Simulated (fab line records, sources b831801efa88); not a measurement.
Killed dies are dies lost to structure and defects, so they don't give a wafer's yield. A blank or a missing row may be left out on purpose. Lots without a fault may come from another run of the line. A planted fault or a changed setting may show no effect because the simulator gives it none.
A struck lot beside a sound one | flow sky130 | 18 steps out of a route of 708
Sound: wafers L283.1, L283.5, L283.6. Struck: wafers L294.2, L294.5, L294.6. The cause comes at the end.
At each step with rows: each side's tool, then ch and its chambers, then its first start. Under that, the readings that differ: sound wafers | struck wafers | difference of the means | sigmas: that difference in standard deviations of wafers without a fault.
alike: readings whose means differ by less than 2 such deviations, and words and numbers that are the same on both sides. not compared: withheld readings, readings that some wafer has no value for, bounds like >300 that may hide the same value, and numbers for which the record gives no deviation and whose values overlap.
The two part at a step that has a row with sigmas, a row that says differs or no value, or rows on one side only. Numbers that don't overlap but have no deviation are shown without sigmas and don't part them. A reading that every wafer of one side lacks parts them only if that side has two wafers or more.

first, 3 steps without rows for these wafers: SKY_VIA2_EXPOSE_09 (exposes mask VIM2, target cd 200 nm); SKY_VIA2_PEB_10; SKY_VIA2_DEVELOP_11 (develop time 60 s).
SKY_VIA2_CD_MEAS_12: target cd 200 nm.
  sound on cd_sem-01, day 35 19:02; struck on cd_sem-01, day 39 16:35
  alike: cd_nm
SKY_VIA2_OVL_MEAS_13:
  sound on overlay-01, day 35 19:09; struck on overlay-01, day 39 16:41
  alike: VIA2_OVL
SKY_VIA2_ETCH_14: etches BARC in N2/H2, stops on SiO2, time 45.9 s, target depth 60 nm.
  sound on rie_diel-04 ch 2,3, day 35 19:11; struck on rie_diel-04 ch 1,2, day 39 16:43
  alike: drypump_motor_current_A, oes_product_au, throttle_valve_pct
  not compared: rf_hours_counter_h
SKY_VIA2_ETCH_15: etches SiO2 in C4F8/O2/Ar, stops on TiN, target depth 546 nm, time 84 s.
  sound on rie_diel-04 ch 2,3, day 35 19:14; struck on rie_diel-04 ch 1,2, day 39 16:46
  alike: oes_product_au
  not compared: rf_hours_counter_h
SKY_VIA2_STRIP_16: strips in O2/N2.
  sound on plasma_asher-03 ch 0,1, day 35 19:18; struck on plasma_asher-02 ch 0,1, day 39 16:50
  alike: drypump_motor_current_A, oes_product_au, strip_time_to_endpoint_s
  not compared: rf_hours_counter_h
then, 3 steps without rows for these wafers: SKY_VIA2_STRIP_17 (strips in post etch residue remover, time 1200 s); SKY_VIA2_CLEAN_18 (cleans in IPA, time 180 s); SKY_VIA2_CLEAN_19 (cleans in O3/DIW).
SKY_VIA2_SPUTTER_20: material TiN, target thk 20 nm, time 80 s.
  sound on pvd_sputter-02, day 35 19:53; struck on pvd_sputter-02, day 39 17:25
  alike: throttle_valve_pct
SKY_VIA2_CVD_21: deposits W, target thk 420 nm, time 126.4 s.
  sound on cvd_w-01 ch 0,1, day 35 19:57; struck on cvd_w-02 ch 0,1, day 39 17:29
  reading                            | sound                | struck               | difference | sigmas
  susceptor_temp_C (C)               | 400.09 400.13 400.09 | 407.25 406.86 407.24 | +7.01      | +37
  model.W_of_VIA2_CVD_21.thk_nm (nm) | 417.9 416.5 421.9    | 473 476.9 472.9      | +56        |
  alike: heater_power_w
SKY_VIA2_RS_MEAS_22: measures by four-point-probe.
  sound on film_metro-02, day 35 20:05; struck on film_metro-02, day 39 17:38
  reading            | sound             | struck            | difference | sigmas
  VIA2_W_RS (ohm/sq) | 0.274 0.276 0.272 | 0.242 0.240 0.243 | -0.032     | -9
SKY_VIA2_THK_MEAS_23: measures by xrf.
  sound on film_metro-02, day 35 20:12; struck on film_metro-02, day 39 17:44
  reading         | sound       | struck      | difference | sigmas
  VIA2_W_THK (nm) | 416 415 420 | 468 472 472 | +54        | +9
SKY_VIA2_CMP_24: polishes, stops on SiO2, t overpolish 20 s, target thk 0 nm.
  sound on cmp-02 ch 1,2,3, day 35 20:22; struck on cmp-02 ch 1,2, day 39 17:47
  reading                | sound      | struck      | difference | sigmas
  time_to_endpoint_s (s) | 97 105 105 | 115 118 116 | +14        | +3
  alike: head_pressure_psi, motor_current_A
SKY_METAL3_SPUTTER_00: material Ti, target thk 15 nm, time 10 s.
  sound on pvd_sputter-04, day 35 20:34; struck on pvd_sputter-04, day 39 18:05
  alike: throttle_valve_pct
-- the record jumps here: 9 days lie between the struck wafers' starts before and after (it left off in module METAL3 and takes up again in module PAD_OPEN, whose first step shown is number 708 of the route) --
SKY_PAD_OPEN_PROBE_99:
  sound on prober-01, day 45 10:05; struck on prober-01, day 48 10:56
  reading              | sound | struck   | difference | sigmas
  sort_bin_8_speed (%) | 0 0 0 | 0 0.20 0 | +0         | +4
  alike: defect_limited_yield, killed_at_M0_to_M3, killed_at_M4_up, killed_at_contacts, killed_at_front_end, killed_at_other, killed_dies, killed_open, killed_short, sort_bin_3_pad_short, sort_bin_5_function, sort_bin_6_memory, sort_n_pass, sort_yield_pct

WHERE THEY PART
First at SKY_VIA2_CVD_21; last, within this record, at SKY_PAD_OPEN_PROBE_99.

WHY: what the simulator had put in
Process parameter drift: cvd_w-02, from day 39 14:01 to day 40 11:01, at SKY_VIA2_CVD_21. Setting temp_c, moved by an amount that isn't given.
